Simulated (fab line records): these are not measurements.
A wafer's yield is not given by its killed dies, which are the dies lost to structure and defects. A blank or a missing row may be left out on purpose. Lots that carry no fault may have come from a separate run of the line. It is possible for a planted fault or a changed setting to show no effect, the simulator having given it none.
Chamber matching / flow sky130 / SKY_NWELL_CLEAN_00 on wet bench-04 has 4 sister chambers
The step cleans in SC1/SC2, time 150 s. 8 wafers are shown with their chamber, then 7 later ones without.

WAFERS WITH THEIR CHAMBER
wafer=L902.4; chamber=0; bath guard temp C (C)=69.3; bath heat duty pct (%)=12.7
wafer=L902.6; chamber=0; bath guard temp C (C)=69.7; bath heat duty pct (%)=12.9
wafer=L904.3; chamber=2; bath guard temp C (C)=69.6; bath heat duty pct (%)=14.8
wafer=L904.6; chamber=2; bath guard temp C (C)=69.4; bath heat duty pct (%)=14.3
wafer=L914.2; chamber=1; bath guard temp C (C)=70.0; bath heat duty pct (%)=14.9
wafer=L914.4; chamber=1; bath guard temp C (C)=70.0; bath heat duty pct (%)=14.4
wafer=L917.1; chamber=3; bath guard temp C (C)=70.8; bath heat duty pct (%)=12.5
wafer=L917.3; chamber=3; bath guard temp C (C)=70.7; bath heat duty pct (%)=13.7

WAFERS WITHOUT THEIR CHAMBER
wafer=L917.6; bath guard temp C (C)=70.8; bath heat duty pct (%)=14.1
wafer=L918.3; bath guard temp C (C)=70.6; bath heat duty pct (%)=12.4
wafer=L918.5; bath guard temp C (C)=70.4; bath heat duty pct (%)=12.0
wafer=L918.6; bath guard temp C (C)=70.8; bath heat duty pct (%)=12.4
wafer=L919.1; bath guard temp C (C)=70.0; bath heat duty pct (%)=15.2
wafer=L919.4; bath guard temp C (C)=70.4; bath heat duty pct (%)=13.9
wafer=L919.6; bath guard temp C (C)=70.5; bath heat duty pct (%)=14.8

EACH ONE'S CHAMBER
wafer=L917.6; from the rows above=3; in truth=3
wafer=L918.3; from the rows above=3; in truth=3
wafer=L918.5; from the rows above=3; in truth=3
wafer=L918.6; from the rows above=3; in truth=3
wafer=L919.1; from the rows above=1; in truth=1
wafer=L919.4; from the rows above=can't be placed: 3 or 1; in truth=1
wafer=L919.6; from the rows above=can't be placed: 1 or 3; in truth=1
5 of 7 placed correctly. Can't be placed from these rows: 2 (the true chamber is among the candidates in 2). Number placed wrongly: 0.
How it was worked out, from the rows above alone: a wafer's distance from a chamber is the root of the sum, over the readings, of the square of ((its reading less the chamber's mean) divided by the reading's scatter). The wafer belongs to the nearest chamber; if the next one is less than 2 further off, it can't be placed. The mean given for a chamber averages the wafers shown for that chamber. The scatter: take each reading less its chamber's mean, square it, sum over the shown wafers, divide by the number of wafers less the number of chambers, and take the root.
